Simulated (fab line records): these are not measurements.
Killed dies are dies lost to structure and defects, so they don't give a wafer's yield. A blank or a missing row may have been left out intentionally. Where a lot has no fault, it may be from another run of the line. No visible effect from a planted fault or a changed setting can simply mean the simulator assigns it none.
The tool behind it: which one? | flow sky130 | 11 lots with 32 wafers sampled at 7 steps, on a route of 708 steps

WHAT THE GAUGES SHOWED, per wafer
SKY_POLY_CUT_OVL_MEAS_09.
lot  | measured     | on         | POLY_CUT_OVL (nm)
L348 | day 25 02:43 | overlay-01 | -5 -1 -4
L351 | day 26 20:53 | overlay-01 | -6 0
L353 | day 27 00:32 | overlay-01 | 1 9 -1
L352 | day 27 01:08 | overlay-01 | 0 -7 1
L356 | day 27 20:41 | overlay-01 | -5 -8 3
L362 | day 29 17:08 | overlay-02 | -2 2 -6
L363 | day 29 21:25 | overlay-02 | -4 5 0
L365 | day 30 23:38 | overlay-01 | 15 11 2
L368 | day 31 20:35 | overlay-02 | -4 3 -1
L369 | day 31 23:49 | overlay-01 | 4 9 -2
L370 | day 32 02:32 | overlay-02 | 3 1 0

SKY_SD_N_CD_MEAS_07: the cd target is 380 nm.
lot  | measured     | on        | cd-nm (nm)
L348 | day 28 17:10 | cd-sem-02 | 379.2 379.2 381.6
L351 | day 30 09:56 | cd-sem-02 | 384.9 -
L353 | day 30 13:46 | cd-sem-02 | 377.2 374.3 -
L352 | day 30 14:29 | cd-sem-02 | 385.8 - -
L356 | day 31 08:38 | cd-sem-02 | 381.7 375.3 379.7
L362 | day 33 03:29 | cd-sem-01 | 382.2 384.3 384.7
L363 | day 33 09:07 | cd-sem-02 | 380.7 380.0 379.5
L365 | day 34 08:49 | cd-sem-01 | 380.1 381.3 378.3
L368 | day 35 05:26 | cd-sem-01 | 377.3 377.2 380.1
L369 | day 35 09:30 | cd-sem-02 | 380.5 381.4 379.6
L370 | day 35 11:32 | cd-sem-02 | 384.2 383.4 383.7

SKY_SD_N_OVL_MEAS_08.
lot  | measured     | on         | SD_N_OVL (nm)
L348 | day 28 17:17 | overlay-01 | 0.6 -0.6 -0.1
L351 | day 30 10:03 | overlay-01 | -0.8 -
L353 | day 30 13:53 | overlay-02 | 0.6 1.2 -
L352 | day 30 14:34 | overlay-02 | -1.3 - -
L356 | day 31 08:44 | overlay-02 | 1.8 1.7 -0.4
L362 | day 33 03:35 | overlay-02 | -0.5 -1.1 0.0
L363 | day 33 09:12 | overlay-02 | -0.8 -1.4 -1.0
L365 | day 34 08:56 | overlay-01 | 2.7 2.9 0.9
L368 | day 35 05:32 | overlay-02 | 1.5 2.4 2.0
L369 | day 35 09:37 | overlay-01 | 0.4 1.2 -0.6
L370 | day 35 11:39 | overlay-01 | -1.1 -1.2 -2.3

SKY_SD_N_TW_MEAS_12.
lot  | measured     | on            | SD_N_TW
L348 | day 28 17:44 | film-metro-03 | 4012 3992 3996
L351 | day 30 10:29 | film-metro-03 | 3991 30
L353 | day 30 14:20 | film-metro-01 | 3995 3967 30
L352 | day 30 15:00 | film-metro-01 | 3991 30 30
L356 | day 31 09:11 | film-metro-01 | 3968 3983 3974
L362 | day 33 04:01 | film-metro-02 | 4022 3996 4015
L363 | day 33 09:39 | film-metro-01 | 3954 3984 3984
L365 | day 34 09:22 | film-metro-01 | 3977 4008 3987
L368 | day 35 05:59 | film-metro-03 | 3999 3996 4006
L369 | day 35 10:03 | film-metro-03 | 4001 4020 4025
L370 | day 35 12:05 | film-metro-01 | 3971 3947 3957

EACH LOT AND THE TOOL THAT RAN IT (in order: tool; ch and the chambers of the sampled wafers; start)
lot  | SKY_LDD_LDN_STRIP_12                 | SKY_RES_XHIGH_STRIP_08               | SKY_SD_N_DEVELOP_06
L348 | plasma-asher-01 ch 0,1, day 23 18:40 | plasma-asher-04 ch 0,1, day 27 12:12 | litho-track-03 ch 0, day 28 17:01
L351 | plasma-asher-03 ch 0, day 25 14:07   | plasma-asher-04 ch 0,1, day 29 06:27 | litho-track-03 ch 0, day 30 09:48
L353 | plasma-asher-03 ch 0,1, day 25 15:43 | plasma-asher-03 ch 0,1, day 29 09:39 | litho-track-03 ch 0, day 30 13:37
L352 | plasma-asher-04 ch 0,1, day 25 16:59 | plasma-asher-03 ch 0,1, day 29 10:20 | litho-track-03 ch 0, day 30 14:18
L356 | plasma-asher-04 ch 0,1, day 26 12:59 | plasma-asher-03 ch 0,1, day 30 04:38 | litho-track-01 ch 0, day 31 08:22
L362 | plasma-asher-03 ch 0,1, day 28 11:29 | plasma-asher-02 ch 0,1, day 32 00:58 | litho-track-04 ch 0, day 33 03:21
L363 | plasma-asher-01 ch 0,1, day 28 16:08 | plasma-asher-02 ch 0,1, day 32 06:28 | litho-track-03 ch 0, day 33 08:58
L365 | plasma-asher-03 ch 0,1, day 29 18:06 | plasma-asher-04 ch 0,1, day 33 07:25 | litho-track-01 ch 0, day 34 08:40
L368 | plasma-asher-04 ch 0,1, day 30 14:43 | plasma-asher-03 ch 0,1, day 34 03:24 | litho-track-01 ch 0, day 35 05:17
L369 | plasma-asher-01 ch 0,1, day 30 17:54 | plasma-asher-03 ch 0,1, day 34 06:12 | litho-track-04 ch 0, day 35 09:21
L370 | plasma-asher-04 ch 0,1, day 30 21:06 | plasma-asher-03 ch 0,1, day 34 09:12 | litho-track-03 ch 0, day 35 11:24
- SKY_LDD_LDN_STRIP_12: strips in O2/N2.
- SKY_RES_XHIGH_STRIP_08: strips in O2/N2.
- SKY_SD_N_DEVELOP_06: develop time 60 s.

WHAT THE TOOLS THEMSELVES READ (means of the sampled wafers that have a number; where no wafer has one, the mark that the record gives instead)
SKY_LDD_LDN_STRIP_12.
lot  | tool            | chamber-pressure-mTorr (mTorr) | drypump-motor-current-A (A) | o2-flow-sccm (sccm) | oes-product-au (a.u.) | strip-time-to-endpoint-s (s)
L348 | plasma-asher-01 | 1499.3                         | 5.7                         | 3008                | 0.712                 | 14.195
L351 | plasma-asher-03 | 1500.4                         | 5.3                         | 2996                | 0.715                 | 14.149
L353 | plasma-asher-03 | 1498.8                         | 5.3                         | 2994                | 0.714                 | 14.153
L352 | plasma-asher-04 | 1499.0                         | 5.6                         | 2995                | 0.714                 | 14.182
L356 | plasma-asher-04 | 1501.0                         | 5.6                         | 2996                | 0.709                 | 14.203
L362 | plasma-asher-03 | 1499.8                         | 5.3                         | 3005                | 0.716                 | 14.166
L363 | plasma-asher-01 | 1500.5                         | 5.7                         | 2999                | 0.707                 | 14.149
L365 | plasma-asher-03 | 1500.9                         | 5.2                         | 3003                | 0.711                 | 14.152
L368 | plasma-asher-04 | 1498.7                         | 5.3                         | 3009                | 0.719                 | 14.193
L369 | plasma-asher-01 | 1500.0                         | 5.7                         | 2999                | 0.713                 | 14.174
L370 | plasma-asher-04 | 1500.2                         | 5.3                         | 3001                | 0.717                 | 14.176

SKY_RES_XHIGH_STRIP_08.
lot  | tool            | chamber-pressure-mTorr (mTorr) | drypump-motor-current-A (A) | o2-flow-sccm (sccm) | oes-product-au (a.u.) | strip-time-to-endpoint-s (s)
L348 | plasma-asher-04 | 1500.3                         | 5.6                         | 2996                | 0.715                 | 14.26
L351 | plasma-asher-04 | 1500.8                         | 5.4                         | 3004                | 0.715                 | 14.34
L353 | plasma-asher-03 | 1500.5                         | 5.3                         | 2992                | 0.709                 | 14.29
L352 | plasma-asher-03 | 1499.1                         | 5.3                         | 2998                | 0.713                 | 14.31
L356 | plasma-asher-03 | 1499.5                         | 5.3                         | 3005                | 0.711                 | 14.31
L362 | plasma-asher-02 | 1499.0                         | 5.5                         | 3004                | 0.710                 | 14.29
L363 | plasma-asher-02 | 1499.6                         | 5.5                         | 3015                | 0.713                 | 14.27
L365 | plasma-asher-04 | 1500.0                         | 5.6                         | 2988                | 0.713                 | 14.26
L368 | plasma-asher-03 | 1498.6                         | 5.3                         | 2991                | 0.714                 | 14.27
L369 | plasma-asher-03 | 1499.8                         | 5.3                         | 2993                | 0.708                 | 14.31
L370 | plasma-asher-03 | 1499.9                         | 5.3                         | 2994                | 0.719                 | 14.28

SKY_SD_N_DEVELOP_06.
lot  | tool           | developer-temp-C (C)
L348 | litho-track-03 | 22.98
L351 | litho-track-03 | 22.90
L353 | litho-track-03 | 23.02
L352 | litho-track-03 | 22.96
L356 | litho-track-01 | 23.13
L362 | litho-track-04 | 22.95
L363 | litho-track-03 | 22.98
L365 | litho-track-01 | 23.09
L368 | litho-track-01 | 22.99
L369 | litho-track-04 | 23.02
L370 | litho-track-03 | 23.05

THE ANSWER, worked out from the rows above alone
Rule: the usual values come from the lots themselves. Put in order of their means at a reading, lots are off if they are a third of the lots or fewer, leave a main group of 4 or more, and stand apart from it by a gap of 3 or more times the standard deviation of the main group's means; of several such gaps the widest counts. A main group whose means are all the same, to the digits that the tables above print for the reading, isn't used. Also off: a lot with no number at a reading for which 4 or more lots have one. The other lots that the step has rows for count as sound. Order of review: gauges by route order, followed by the tools' own readings, for which a lot's mean as printed above is used. The first step at which some lot is off is used, and at that step the reading that is off furthest; a lot without a number counts as furthest.
Off: at SKY_SD_N_TW_MEAS_12 (SD_N_TW), L351, L353, L352. The main group has a mean of 3991 with a standard deviation of 19.
If a tool, at a process step before that reading, ran all the lots that are off and no sound lot after the first of them, it fits. Gauges at SKY_SD_N_TW_MEAS_12: tried the same way as those tools. Of those tried, none fits.

WHAT THE SIMULATOR PUT IN
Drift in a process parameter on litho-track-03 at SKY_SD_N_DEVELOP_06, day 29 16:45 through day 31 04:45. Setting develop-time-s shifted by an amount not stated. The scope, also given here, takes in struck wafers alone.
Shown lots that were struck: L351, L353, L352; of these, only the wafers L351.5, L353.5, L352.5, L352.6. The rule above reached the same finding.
